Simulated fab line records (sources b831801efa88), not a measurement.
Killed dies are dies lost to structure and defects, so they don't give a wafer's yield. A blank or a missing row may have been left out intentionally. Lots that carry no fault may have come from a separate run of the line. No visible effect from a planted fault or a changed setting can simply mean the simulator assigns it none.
fab line records    flow sky130
record lots=13  wafers=39  last_day=50
route steps=708 shown FIELD_ISO@26 NWELL@65 PWDE@84 VT_ADJUST_LVTN@106 PAD_OPEN@708
lots with no fault: from the same line, run without faults
start_h: start of the lot's first displayed wafer, in hours after the record's first day    wait_h: how many hours have passed since the lot's step before this one    " unchanged from the row above    L1.1+2: a single row standing in for several wafers    - value missing, or start not given    * or withheld: withheld    < > ~ a bound
route shown NAME@n: a module of which the file shows steps, and the number in the route of the first    usual: mean/standard deviation of fault-free wafers    same: alike in all rows    chamber/n: place in a boat    sites: each site's reading    _std_site: standard deviation across them    _edge_site: mean of outer sites minus mean of inner sites    radius_mm: how far each site lies from the wafer's centre    mask NAME#n: copy n    behind: the tool/chamber that last shaped the wafer    hold: what put the lot on hold/how long, in hours/how the hold closed    device: transistor that didn't switch, given as n, p or np    end of line: tests run on the same wafers once the route is complete    a step without rows: its recipe alone    killed: the dies lost at the first sort to structure and to defects; this is not the yield of the wafer    map: dies across one wafer; x = killed, . = not, _ = none there
set.NAME: the setting that was run; set.NAME@STEP: the one run at that earlier step    model.NAME: the simulator's own value behind a step, which no gauge read
steps of the route over a sample of lots; a table a step, a row a wafer
services: a tool's chamber out of use, with start hour (start_h, from the record's first day; less than 0 if before it), hours out, and reason
## steps
# step SKY_FIELD_ISO_THK_MEAS_25
# recipe reads=SiO2_of_FIELD_ISO_CVD_24
# usual FIELD_ISO_CVD_24_THK=592/5.6
lot.wafer  tool           chamber  start_h  wait_h  FIELD_ISO_CVD_24_THK[nm]
L625.4     film_metro-01  -        39.72    0.0     581
L625.5     "              -        "        "       593
L625.6     "              -        "        "       600
L627.1     film_metro-01  -        48.80    0.0     589
L627.3     "              -        "        "       591
L627.4     "              -        "        "       586
L630.1     film_metro-04  -        66.17    0.0     592
L630.4     "              -        "        "       586
L630.6     "              -        "        "       586
L631.3     film_metro-03  -        70.48    0.1     599
L631.4     "              -        "        "       591
L631.6     "              -        "        "       595
L632.3     film_metro-01  -        74.04    0.1     596
L632.4     "              -        "        "       592
L632.6     "              -        "        "       594
L636.3     film_metro-01  -        94.23    0.1     604
L636.4     "              -        "        "       591
L636.6     "              -        "        "       593
L637.3     film_metro-04  -        100.35   0.1     588
L637.5     "              -        "        "       586
L637.6     "              -        "        "       603
L639.4     film_metro-04  -        110.17   0.0     594
L639.5     "              -        "        "       584
L639.6     "              -        "        "       593
L643.1     film_metro-03  -        133.17   0.0     595
L643.3     "              -        "        "       594
L643.5     "              -        "        "       594
L644.1     film_metro-01  -        137.23   0.0     597
L644.2     "              -        "        "       590
L644.5     "              -        "        "       590
L645.1     film_metro-04  -        144.06   0.0     596
L645.3     "              -        "        "       588
L645.6     "              -        "        "       584
L646.2     film_metro-04  -        151.18   0.0     596
L646.3     "              -        "        "       598
L646.6     "              -        "        "       596
L647.1     film_metro-01  -        159.41   0.0     587
L647.2     "              -        "        "       590
L647.4     "              -        "        "       580
# step SKY_NWELL_IMPLANT_12
# recipe species=P  energy_kev=120  dose_cm2=1.3e+12  tilt_deg=withheld
# usual beam_on_s=10.01/0.21  dose_ions_cm2=1.3e+12/1.2e+09  faraday_current_uA=7.32/0.15
lot.wafer  tool          chamber  start_h  wait_h  beam_on_s  dose_ions_cm2  faraday_current_uA
L625.4     implanter-01  0        96.19    0.1     9.84       1.2984e+12     7.47
L625.5     "             0        "        "       10.00      1.2993e+12     7.32
L625.6     "             0        "        "       10.04      1.2985e+12     7.32
L627.1     implanter-01  0        103.92   0.1     10.16      1.3022e+12     7.22
L627.3     "             0        "        "       10.04      1.3027e+12     7.29
L627.4     "             0        "        "       9.90       1.2996e+12     7.38
L630.1     implanter-04  0        125.27   0.1     9.68       1.2996e+12     7.53
L630.4     "             0        "        "       9.81       1.2988e+12     7.44
L630.6     "             0        "        "       9.53       1.3016e+12     7.64
L631.3     implanter-01  0        129.99   0.1     10.11      1.3007e+12     7.27
L631.4     "             0        "        "       10.34      1.3005e+12     7.11
L631.6     "             0        "        "       10.08      1.299e+12      7.25
L632.3     implanter-04  0        133.83   0.1     9.98       1.3692e+12     7.74
L632.4     "             0        "        "       10.01      1.3699e+12     7.72
L632.6     "             0        "        "       9.94       1.3702e+12     7.78
L636.3     implanter-04  0        154.88   0.1     9.96       1.3711e+12     7.75
L636.4     "             0        "        "       10.01      1.3727e+12     7.68
L636.6     "             0        "        "       10.10      1.3716e+12     7.65
L637.3     implanter-01  0        163.42   0.1     9.61       1.2993e+12     7.65
L637.5     "             0        "        "       9.96       1.2996e+12     7.34
L637.6     "             0        "        "       10.09      1.2984e+12     7.28
L639.4     implanter-02  0        171.82   0.1     10.46      1.2977e+12     7.02
L639.5     "             0        "        "       10.16      1.301e+12      7.24
L639.6     "             0        "        "       10.01      1.3011e+12     7.30
L643.1     implanter-02  0        201.92   0.1     9.95       1.3e+12        7.38
L643.3     "             0        "        "       10.35      1.2998e+12     7.08
L643.5     "             0        "        "       10.24      1.3e+12        7.16
L644.1     implanter-01  0        203.18   0.1     9.93       1.3009e+12     7.37
L644.2     "             0        "        "       9.55       1.2987e+12     7.64
L644.5     "             0        "        "       10.28      1.2998e+12     7.13
L645.1     implanter-02  0        221.79   0.1     9.84       1.2996e+12     7.44
L645.3     "             0        "        "       9.87       1.3009e+12     7.38
L645.6     "             0        "        "       10.17      1.3006e+12     7.18
L646.2     implanter-01  0        224.77   0.1     10.36      1.3013e+12     7.05
L646.3     "             0        "        "       10.32      1.302e+12      7.11
L646.6     "             0        "        "       10.47      1.3008e+12     6.98
L647.1     implanter-04  0        229.92   0.1     10.14      1.3006e+12     7.21
L647.2     "             0        "        "       10.03      1.2996e+12     7.31
L647.4     "             0        "        "       10.39      1.2998e+12     7.03
# step SKY_NWELL_RS_MEAS_31
# recipe thk_meas_gauge=four-point-probe
# usual PWDE_RS=5274/18
lot.wafer  tool           chamber  start_h  wait_h  PWDE_RS[ohm/sq]
L625.4     film_metro-02  -        115.46   0.1     5292
L625.5     "              -        "        "       5288
L625.6     "              -        "        "       5282
L627.1     film_metro-04  -        122.73   0.1     5269
L627.3     "              -        "        "       5274
L627.4     "              -        "        "       5266
L630.1     film_metro-04  -        144.99   0.1     5257
L630.4     "              -        "        "       5268
L630.6     "              -        "        "       5259
L631.3     film_metro-01  -        149.97   0.1     5289
L631.4     "              -        "        "       5283
L631.6     "              -        "        "       5283
L632.3     film_metro-01  -        154.42   0.1     5285
L632.4     "              -        "        "       5266
L632.6     "              -        "        "       5264
L636.3     film_metro-01  -        175.16   0.1     5293
L636.4     "              -        "        "       5279
L636.6     "              -        "        "       5278
L637.3     film_metro-02  -        183.46   0.1     5248
L637.5     "              -        "        "       5244
L637.6     "              -        "        "       5253
L639.4     film_metro-01  -        192.23   0.1     5287
L639.5     "              -        "        "       5293
L639.6     "              -        "        "       5304
L643.1     film_metro-02  -        225.13   0.1     5265
L643.3     "              -        "        "       5268
L643.5     "              -        "        "       5272
L644.1     film_metro-01  -        226.57   0.1     5293
L644.2     "              -        "        "       5290
L644.5     "              -        "        "       5289
L645.1     film_metro-04  -        246.17   0.1     5299
L645.3     "              -        "        "       5283
L645.6     "              -        "        "       5279
L646.2     film_metro-04  -        249.70   0.1     5237
L646.3     "              -        "        "       5238
L646.6     "              -        "        "       5251
L647.1     film_metro-01  -        253.57   0.1     5289
L647.2     "              -        "        "       5277
L647.4     "              -        "        "       5287
# step SKY_VT_ADJUST_LVTN_STRIP_09
# recipe chemistry=O2/N2  power_w=1400  pressure_mtorr=1500  platen_temp_c=withheld  o2_flow_sccm=3000  n2_flow_sccm=300  overash_fraction=0.5
# usual drypump_motor_current_A=5.92/0.29  oes_product_au=0.721/0.0044  strip_time_to_endpoint_s=36.94/0.1
lot.wafer  tool             chamber  start_h  wait_h  drypump_motor_current_A  oes_product_au  rf_hours_counter_h  strip_time_to_endpoint_s
L625.4     plasma_asher-04  1        152.90   0.1     6.10                     0.727           -                   36.97
L625.5     "                0        "        "       5.53                     0.719           -                   36.87
L625.6     "                1        "        "       6.12                     0.724           -                   36.90
L627.1     plasma_asher-04  1        160.92   0.1     6.09                     0.720           4                   37.01
L627.3     "                1        "        "       6.11                     0.725           -                   37.10
L627.4     "                0        "        "       5.57                     0.719           -                   37.07
L630.1     plasma_asher-04  0        183.72   0.1     5.55                     0.716           6                   36.92
L630.4     "                1        "        "       6.10                     0.721           -                   37.02
L630.6     "                1        "        "       6.09                     0.720           -                   36.93
L631.3     plasma_asher-02  1        188.50   0.1     6.29                     0.717           -                   37.02
L631.4     "                0        "        "       5.82                     0.722           -                   36.92
L631.6     "                0        "        "       5.86                     0.720           -                   37.11
L632.3     plasma_asher-03  1        200.05   0.1     5.41                     0.717           -                   37.14
L632.4     "                0        "        "       6.11                     0.715           -                   36.98
L632.6     "                0        "        "       6.10                     0.714           -                   36.97
L636.3     plasma_asher-02  1        226.30   0.1     6.25                     0.721           -                   37.18
L636.4     "                0        "        "       5.87                     0.717           -                   37.12
L636.6     "                1        "        "       6.28                     0.719           -                   37.14
L637.3     plasma_asher-03  0        226.40   0.1     6.12                     0.720           -                   36.88
L637.5     "                0        "        "       6.13                     0.720           -                   36.87
L637.6     "                1        "        "       5.42                     0.721           -                   36.85
L639.4     plasma_asher-02  1        231.57   0.1     6.30                     0.722           -                   37.07
L639.5     "                1        "        "       6.29                     0.728           -                   36.92
L639.6     "                0        "        "       5.84                     0.728           -                   36.88
L643.1     plasma_asher-02  0        272.67   0.1     5.88                     0.729           59                  36.89
L643.3     "                0        "        "       5.85                     0.719           -                   36.85
L643.5     "                0        "        "       5.88                     0.720           -                   36.82
L644.1     plasma_asher-04  0        274.99   0.1     5.58                     0.722           15                  36.91
L644.2     "                1        "        "       6.07                     0.725           15                  36.84
L644.5     "                1        "        "       6.08                     0.716           -                   36.89
L645.1     plasma_asher-04  1        294.37   0.1     6.11                     0.718           17                  36.96
L645.3     "                1        "        "       6.08                     0.720           -                   36.96
L645.6     "                0        "        "       5.54                     0.723           -                   36.99
L646.2     plasma_asher-04  1        297.92   0.1     6.12                     0.720           17                  36.92
L646.3     "                0        "        "       5.56                     0.721           -                   36.81
L646.6     "                1        "        "       6.09                     0.723           -                   36.84
L647.1     plasma_asher-02  0        303.39   0.1     5.84                     0.729           62                  37.04
L647.2     "                1        "        "       6.26                     0.722           62                  37.03
L647.4     "                1        "        "       6.26                     0.722           -                   36.96
# step SKY_PAD_OPEN_PROBE_99
# usual killed_at_M0_to_M3=43/6.4  killed_at_M4_up=3.1/2  killed_at_contacts=24/5.2  killed_at_front_end=15/4.3  killed_at_other=0.2/0.48  killed_dies=85/9.7  killed_open=47/6.9  killed_short=38/6.7
# same gross_dies=492  killed_at_back_side=0
lot.wafer  tool       chamber  start_h  wait_h  killed_at_M0_to_M3  killed_at_M4_up  killed_at_contacts  killed_at_front_end  killed_at_other  killed_dies  killed_open  killed_short
L627.1     prober-02  -        1103.51  0.1     33                  1                22                  15                   0                71           45           26
L627.3     prober-02  -        1103.61  0.2     33                  1                13                  16                   0                63           31           32
L627.4     prober-02  -        1103.66  0.2     47                  3                37                  15                   1                103          52           51
L630.1     prober-02  -        1118.64  0.1     41                  2                27                  19                   0                89           45           44
L630.4     prober-02  -        1118.79  0.2     44                  4                22                  19                   0                89           49           40
L630.6     prober-02  -        1118.89  0.2     35                  6                17                  13                   0                71           34           37
L631.3     prober-01  -        1123.81  0.2     35                  4                19                  15                   0                73           34           39
L631.4     prober-01  -        1123.86  0.2     45                  4                31                  11                   0                91           55           36
L631.6     prober-01  -        1123.96  0.2     42                  5                29                  13                   0                89           42           47
L632.3     prober-02  -        1139.14  0.2     35                  4                25                  17                   0                81           55           26
L632.4     prober-02  -        1139.19  0.2     44                  3                28                  19                   0                94           50           44
L632.6     prober-02  -        1139.29  0.2     47                  2                19                  12                   1                81           52           29
L637.3     prober-01  -        1161.09  0.2     31                  3                30                  21                   0                85           44           41
L637.5     prober-01  -        1161.19  0.2     42                  3                24                  17                   1                87           43           44
L637.6     prober-01  -        1161.24  0.2     52                  1                18                  21                   0                92           47           45
# killed by level:class
L627.1 VIA1:geometric_particle:open=13 FIELD_ISO:geometric_particle:short=7 VIA2:geometric_particle:open=7 LI_CONTACT:geometric_particle:open=6 CONTACT:geometric_particle:open=6 CONTACT:geometric_particle:short=5 FIELD_ISO:geometric_particle:open=4 LOCAL_INTERCONNECT:geometric_particle:short=3
L627.3 VIA1:geometric_particle:open=7 VIA1:geometric_particle:short=6 FIELD_ISO:geometric_particle:short=5 SPACER:geometric_particle:short=5 VIA2:geometric_particle:open=5 LI_CONTACT:geometric_particle:open=4 METAL1:geometric_particle:short=4 VIA3:geometric_particle:open=4
L627.4 CONTACT:geometric_particle:open=10 LI_CONTACT:geometric_particle:open=8 VIA2:geometric_particle:open=8 VIA1:geometric_particle:open=7 LI_CONTACT:geometric_particle:short=7 VIA3:geometric_particle:open=7 CONTACT:geometric_particle:short=6 VIA3:geometric_particle:short=6
L630.1 CONTACT:geometric_particle:open=15 VIA1:geometric_particle:open=9 METAL1:geometric_particle:short=7 FIELD_ISO:geometric_particle:short=6 VIA1:geometric_particle:short=6 FIELD_ISO:geometric_particle:open=5 LOCAL_INTERCONNECT:geometric_particle:short=5 METAL2:geometric_particle:short=5
L630.4 VIA3:geometric_particle:open=9 CONTACT:geometric_particle:open=9 POLY_GATE:geometric_particle:open=7 LI_CONTACT:geometric_particle:open=7 POLY_GATE:geometric_particle:short=6 VIA1:geometric_particle:open=6 METAL2:geometric_particle:short=5 VIA2:geometric_particle:open=5
L630.6 CONTACT:geometric_particle:open=8 VIA1:geometric_particle:open=7 VIA3:geometric_particle:open=6 VIA2:geometric_particle:open=5 METAL4:geometric_particle:short=5 CONTACT:geometric_particle:short=4 VIA1:geometric_particle:short=4 FIELD_ISO:geometric_particle:short=3
L631.3 VIA1:geometric_particle:short=7 LI_CONTACT:geometric_particle:open=7 VIA2:geometric_particle:open=6 VIA1:geometric_particle:open=5 CONTACT:geometric_particle:open=4 CONTACT:geometric_particle:short=4 VIA3:geometric_particle:open=4 METAL4:geometric_particle:short=4
L631.4 CONTACT:geometric_particle:open=14 VIA1:geometric_particle:open=12 VIA2:geometric_particle:open=9 VIA3:geometric_particle:open=8 LI_CONTACT:geometric_particle:open=7 VIA1:geometric_particle:short=6 CONTACT:geometric_particle:short=5 LOCAL_INTERCONNECT:geometric_particle:short=4
L631.6 CONTACT:geometric_particle:open=10 VIA2:geometric_particle:open=10 VIA1:geometric_particle:open=7 METAL2:geometric_particle:short=6 POLY_GATE:geometric_particle:short=5 LI_CONTACT:geometric_particle:open=5 CONTACT:geometric_particle:short=5 VIA3:geometric_particle:open=5
L632.3 CONTACT:geometric_particle:open=13 VIA1:geometric_particle:open=13 LI_CONTACT:geometric_particle:open=7 FIELD_ISO:geometric_particle:open=6 VIA2:geometric_particle:open=6 METAL2:geometric_particle:short=5 FIELD_ISO:geometric_particle:short=4 METAL4:geometric_particle:short=4
L632.4 VIA1:geometric_particle:open=13 CONTACT:geometric_particle:open=13 METAL2:geometric_particle:short=8 POLY_GATE:geometric_particle:short=7 VIA1:geometric_particle:short=6 LI_CONTACT:geometric_particle:open=6 POLY_GATE:geometric_particle:open=5 CONTACT:geometric_particle:short=5
L632.6 VIA1:geometric_particle:open=18 CONTACT:geometric_particle:open=10 VIA1:geometric_particle:short=7 LI_CONTACT:geometric_particle:open=6 VIA2:geometric_particle:open=6 POLY_GATE:geometric_particle:open=5 VIA2:geometric_particle:short=4 METAL1:geometric_particle:short=3
L637.3 CONTACT:geometric_particle:open=10 LI_CONTACT:geometric_particle:open=7 CONTACT:geometric_particle:short=7 VIA1:geometric_particle:open=6 POLY_GATE:geometric_particle:short=6 POLY_GATE:geometric_particle:open=5 LI_CONTACT:geometric_particle:short=4 VIA2:geometric_particle:open=4
L637.5 VIA1:geometric_particle:open=9 LI_CONTACT:geometric_particle:open=8 FIELD_ISO:geometric_particle:short=7 VIA2:geometric_particle:open=7 CONTACT:geometric_particle:open=6 CONTACT:geometric_particle:short=6 VIA1:geometric_particle:short=6 POLY_GATE:geometric_particle:open=5
L637.6 VIA1:geometric_particle:open=10 VIA1:geometric_particle:short=7 METAL2:geometric_particle:short=7 VIA3:geometric_particle:open=6 POLY_GATE:geometric_particle:open=6 CONTACT:geometric_particle:open=6 FIELD_ISO:geometric_particle:open=5 CONTACT:geometric_particle:short=5
## services
tool             chamber  start_h  hours  kind
implanter-01     -        99.33    3.5    pm
plasma_asher-03  -        103.31   1.0    repair
plasma_asher-04  -        108.75   9.0    pm
plasma_asher-04  0        108.75   9.0    vent_cycle
plasma_asher-04  1        108.75   9.0    vent_cycle
plasma_asher-04  0        117.75   -      clean
plasma_asher-04  1        117.75   -      clean
plasma_asher-03  -        124.00   1.4    repair
implanter-02     -        232.64   5.2    repair
implanter-02     -        246.16   3.4    pm
implanter-02     -        263.97   1.1    repair
implanter-02     -        269.69   9.6    repair
implanter-02     -        275.97   3.2    repair
implanter-04     -        292.06   3.2    repair
## key
first_sign step=SKY_NWELL_IMPLANT_12  reading=dose_ions_cm2  direction=up  sigmas=59  usual=*  struck=*
effect step=SKY_NWELL_IMPLANT_12  reading=faraday_current_uA  direction=up  sigmas=2.7  usual=7.32  struck=7.72
met_at SKY_NWELL_IMPLANT_12
struck_lots L632,L636
tester_left_out L632,L636
not_acting_at SKY_FIELD_ISO_THK_MEAS_25,SKY_NWELL_RS_MEAS_31,SKY_VT_ADJUST_LVTN_STRIP_09
onset_between 125.27 133.83
fault kind=process_parameter_drift  tool=implanter-04  chamber=-  onset_h=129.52  steps=SKY_NWELL_IMPLANT_12  channel=dose_cm2  offset=*  shape=step  end_h=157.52  acts_in=*  stated=*
# tester_left_out: of these lots the tester's yield and bins aren't shown, on N5 and GAA mostly nor the transistor test; their killed dies are dies lost to structure and defects alone, not to doping, threshold or leakage, so they don't give the yield
